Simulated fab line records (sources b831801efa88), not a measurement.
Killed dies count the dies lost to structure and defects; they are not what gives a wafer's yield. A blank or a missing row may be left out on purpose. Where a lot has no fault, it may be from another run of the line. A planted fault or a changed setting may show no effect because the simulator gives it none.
One fault through the eyes of 2 desks | flow sky130 | numbers are kept per desk, each desk with only its own; the story behind them comes last

== FOR THE TOOL OWNER'S DESK: plasma_asher-04 ==
The tool's own readings at SKY_METAL2_STRIP_20 (strips in O2/N2): means of the sampled wafers that have a number, for each lot that ran on this tool. If a lot's mean is further than 4 standard deviations from the usual mean, the lot is out of limits and carries the mark OUT (the distance appears in the brackets).
Columns: A = drypump_motor_current_A at SKY_METAL2_STRIP_20, usual 5.9 A; B = oes_product_au at SKY_METAL2_STRIP_20, usual 0.343 a.u.; C = strip_time_to_endpoint_s at SKY_METAL2_STRIP_20, usual 2.70 s
lot  | first seen here | A   | B     | C
L879 | day 35 14:03    | 5.8 | 0.342 | 2.74
L880 | day 35 15:18    | 5.6 | 0.343 | 2.67
L882 | day 36 07:53    | 5.8 | 0.344 | 2.71
L884 | day 37 00:08    | 5.6 | 0.341 | 2.73
L886 | day 37 10:14    | 5.6 | 0.346 | 2.74
L901 | day 41 23:38    | 5.7 | 0.340 | 2.68
L902 | day 42 07:12    | 5.6 | 0.343 | 2.68
Finding of this desk: none of the 7 lots has anything out of limits.

== METROLOGY DESK ==
Lot by lot, what the gauges showed, no matter which tool ran the lot: averages of those sampled wafers that carry a number. If a lot's mean is further than 4 standard deviations from the usual mean, the lot is out of limits and carries the mark OUT (the distance appears in the brackets).
Columns: A = VIA4_OVL at SKY_VIA4_OVL_MEAS_11, usual 0.8 nm; B = METAL5_ALCU_THK at SKY_METAL5_THK_MEAS_06, usual 1125 nm; C = PAD_OPEN_BOW at SKY_PAD_OPEN_BOW_MEAS_13, usual 49 um
lot  | first seen here | A    | B    | C
L879 | day 43 04:00    | 2.0  | 1116 | 53
L880 | day 43 05:54    | 3.2  | 1121 | 61
L881 | day 43 10:01    | 0.4  | 1121 | 53
L882 | day 43 21:33    | 0.7  | 1103 | 42
L884 | day 44 11:42    | 1.2  | 1111 | 50
L885 | day 44 12:00    | 2.0  | 1122 | 39
L886 | day 44 21:22    | -0.9 | 1123 | 52
L888 | day 45 11:13    | 0.2  | 1136 | 52
L889 | day 45 17:58    | 1.7  | 1110 | 42
L890 | day 45 21:27    | 0.2  | 1127 | 46
L891 | day 46 02:57    | -0.9 | 1143 | 48
L901 | day 48 15:02    | 0.6  | 1132 | 48
L902 | day 48 19:55    | 0.1  | 1120 | 36
Finding of this desk: none of the 13 lots has anything out of limits.

== PUT TOGETHER ==
The tool owner's desk saw nothing out of limits.
The metrology desk saw nothing out of limits.

== WHAT THE SIMULATOR PUT IN ==
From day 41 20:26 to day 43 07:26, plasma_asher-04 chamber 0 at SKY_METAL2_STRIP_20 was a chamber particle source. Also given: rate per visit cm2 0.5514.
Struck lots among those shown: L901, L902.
